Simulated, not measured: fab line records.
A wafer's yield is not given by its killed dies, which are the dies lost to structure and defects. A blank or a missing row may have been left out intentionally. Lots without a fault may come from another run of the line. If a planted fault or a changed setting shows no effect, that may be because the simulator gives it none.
8D (eight disciplines) problem report, filled in by code :: flow sfq line :: the parts of the form that need people (team, actions taken, sign-off) are left out

1. WHAT IS WRONG
run length s at SFQ_TRILAYER_I2_VIA_BARC_OPEN_VIA_ETCH_096 reads a mean of 97.6 s on 3 wafers of 2 lots; wafers without a fault read 70.0 s with a standard deviation of 0.45. Measured from the usual mean, that is +61 standard deviations.
The step: etches BARC in O2, target depth 125 nm, time 41.7 s.
First observed at day 39 23:43: wafer L252.3, on rie diel-02. Wafers with a number at this step in the record: 39, from 13 lots. Rule for "out" (also "out of limits"): further than 4 standard deviations from the usual mean. The other wafers with a number count as sound.

2. WHAT IT IS, WHAT IT ISN'T
question: which readings at this step
is: run length s, oes product au
is not: drypump motor current A, rf fwd power W

question: which lots
is: L252, L253
is not: L239, L240, L241, L242, L243, L244, L245, L258, L259, L260, L262

question: which wafers of those lots
is: L252.3, L252.4, L253.5
is not: L252.2, L253.2, L253.6

question: read on which tools
is: rie diel-02
is not: rie diel-01, rie diel-03

question: when
is: from day 39 23:43
is not: up to then (22 sound wafers); but 14 sound wafers of L253, L258, L259, L260, L262 came after

3. SUSPECTS, AND WHAT RULES EACH OUT
Counting: if a tool at a process step up to the reading ran every lot that is out, it stays a suspect. Sound lots after the first of them don't rule it out here, since some wafers of a struck lot are sound.
- rie diel-02 at SFQ_TRILAYER_I2_VIA_BARC_OPEN_VIA_ETCH_096 (etches BARC in O2, target depth 125 nm, time 41.7 s): kept. It processed each lot that is out (first: L252, day 39 23:43); up to then, its last sound lot is L241 (day 30 15:18). On those wafers its own readings are out: oes product au, run length s.
After counting, what remains is rie diel-02 at SFQ_TRILAYER_I2_VIA_BARC_OPEN_VIA_ETCH_096.

4. THE CAUSE (what the simulator had put in)
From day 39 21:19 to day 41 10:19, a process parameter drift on rie diel-02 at SFQ_TRILAYER_I2_VIA_BARC_OPEN_VIA_ETCH_096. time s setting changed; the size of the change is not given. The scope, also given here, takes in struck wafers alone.
After counting, this tool was the only one left.

5. SEQUENCE OF EFFECTS, ordered by route
Each row: a reading whose mean over the struck wafers that have a number lies more than 3 standard deviations from the usual. Readings are gone through only where the record gives a usual standard deviation; hours: the median, over the lots, of the time from a lot's start at the first step in this table giving one to that lot's start at this step; sigmas: the change measured in usual standard deviations.
hours: 0
step: SFQ_TRILAYER_I2_VIA_BARC_OPEN_VIA_ETCH_096
reading: oes product au
usual: 0.685 a.u.
on struck wafers: 0.558
change: -0.127
sigmas: -25

hours: 0
step: SFQ_TRILAYER_I2_VIA_BARC_OPEN_VIA_ETCH_096
reading: run length s
usual: 70.0 s
on struck wafers: 97.6
change: +27.6
sigmas: +61
The process steps in it:
- SFQ_TRILAYER_I2_VIA_BARC_OPEN_VIA_ETCH_096: etches BARC in O2, target depth 125 nm, time 41.7 s.
Later steps that measure or inspect, where all struck wafers having a row at the step show a number for every such reading and not one has moved that far: SFQ_M4_OVL_MEAS_926.

6. WHAT WOULD HAVE CAUGHT IT SOONER
In this record the first reading out of limits was taken at day 39 23:43, 2 hours after the fault began at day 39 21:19.
